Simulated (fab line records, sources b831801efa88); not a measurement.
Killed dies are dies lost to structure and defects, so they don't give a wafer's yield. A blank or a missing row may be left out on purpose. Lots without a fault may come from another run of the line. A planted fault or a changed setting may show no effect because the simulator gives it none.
Which tool did it? | flow sfq_line | 7 lots, 21 wafers sampled, at 1 step of a route of 325

WHAT THE GAUGES READ, wafer by wafer
SFQ_M0_RS_MEAS_904: measures by four-point-probe.
lot  | measured     | on            | M0_NB_RS (ohm/sq)
L496 | day 5 10:31  | film_metro-03 | 0.878 0.885 0.883
L498 | day 5 16:31  | film_metro-02 | 0.879 0.878 0.875
L500 | day 5 21:56  | film_metro-02 | 0.891 0.898 0.886
L502 | day 6 07:07  | film_metro-01 | 0.889 0.877 0.892
L505 | day 6 23:43  | film_metro-02 | 0.881 0.895 0.896
L510 | day 11 10:40 | film_metro-02 | 0.880 0.889 0.884
L517 | day 14 11:22 | film_metro-03 | 0.886 0.873 0.882

WHICH TOOL RAN EACH LOT (tool, then ch and the chambers of the sampled wafers, then the start)
The record holds no process step before these readings.

THE ANSWER, worked out from the rows above alone
Rule: what is usual is taken from the lots themselves. Put in order of their means at a reading, lots are off if they are a third of the lots or fewer, leave a main group of 4 or more, and stand apart from it by a gap of 3 or more times the standard deviation of the main group's means; of several such gaps the widest counts. A main group whose means are all the same, to the digits that the tables above print for the reading, isn't used. A lot without any number at a reading at which 4 lots or more have one is off too. The other lots that the step has rows for count as sound.
No lot is off at any reading shown: from this, nothing can be told.

WHAT THE SIMULATOR HAD PUT IN
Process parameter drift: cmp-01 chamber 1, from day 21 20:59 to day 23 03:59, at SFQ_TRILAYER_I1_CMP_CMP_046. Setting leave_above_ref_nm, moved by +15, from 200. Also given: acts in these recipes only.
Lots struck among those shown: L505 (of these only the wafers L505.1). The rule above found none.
